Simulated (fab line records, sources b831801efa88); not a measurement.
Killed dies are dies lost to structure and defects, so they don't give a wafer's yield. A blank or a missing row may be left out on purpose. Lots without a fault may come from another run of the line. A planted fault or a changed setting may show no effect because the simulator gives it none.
Chamber matching | flow sky130 | SKY_VIA1_ETCH_15 on rie_diel-02: 4 sister chambers
The step etches SiO2 in C4F8/O2/Ar, stops on TiN, target depth 351 nm, time 54 s. 4 wafers are shown with their chamber, then 11 later ones without.

WAFERS WITH THEIR CHAMBER
wafer  | chamber | oes_product_au (a.u.)
L086.4 | 0       | 0.976
L086.5 | 1       | 0.983
L086.6 | 2       | 0.973
L087.1 | 3       | 0.982

WAFERS WITHOUT THEIR CHAMBER
wafer  | oes_product_au (a.u.)
L087.2 | 0.975
L087.3 | 0.975
L087.4 | 0.981
L087.5 | 0.978
L087.6 | 0.978
L093.2 | 0.982
L093.4 | 0.979
L093.5 | 0.977
L096.1 | 0.976
L096.2 | 0.973
L096.4 | 0.982

WHICH CHAMBER EACH WENT THROUGH
wafer  | from the rows above          | in truth
L087.2 | can't be placed: 0 or 2      | 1
L087.3 | can't be placed: 0 or 2      | 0
L087.4 | can't be placed: 3 or 1      | 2
L087.5 | can't be placed: 0 or 3      | 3
L087.6 | can't be placed: 0 or 3      | 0
L093.2 | can't be placed: 3 or 1      | 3
L093.4 | can't be placed: 0 or 3 or 1 | 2
L093.5 | 0                            | 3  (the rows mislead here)
L096.1 | 0                            | 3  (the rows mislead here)
L096.2 | 2                            | 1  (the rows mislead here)
L096.4 | can't be placed: 3 or 1      | 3
Placed correctly: 0 of 11. Can't be placed from these rows: 8 (the true chamber is among the candidates in 5). Placed wrongly: 3.
How it was worked out, from the rows above alone: a wafer's distance from a chamber is the root of the sum, over the readings, of the square of ((its reading less the chamber's mean) divided by the reading's scatter). The wafer belongs to the nearest chamber; if the next one is less than 2 further off, it can't be placed. A chamber's mean is the mean of its shown wafers. The scatter: with one shown wafer a chamber, the root of the mean of the squares of how far each hidden wafer lies from its nearest shown one.
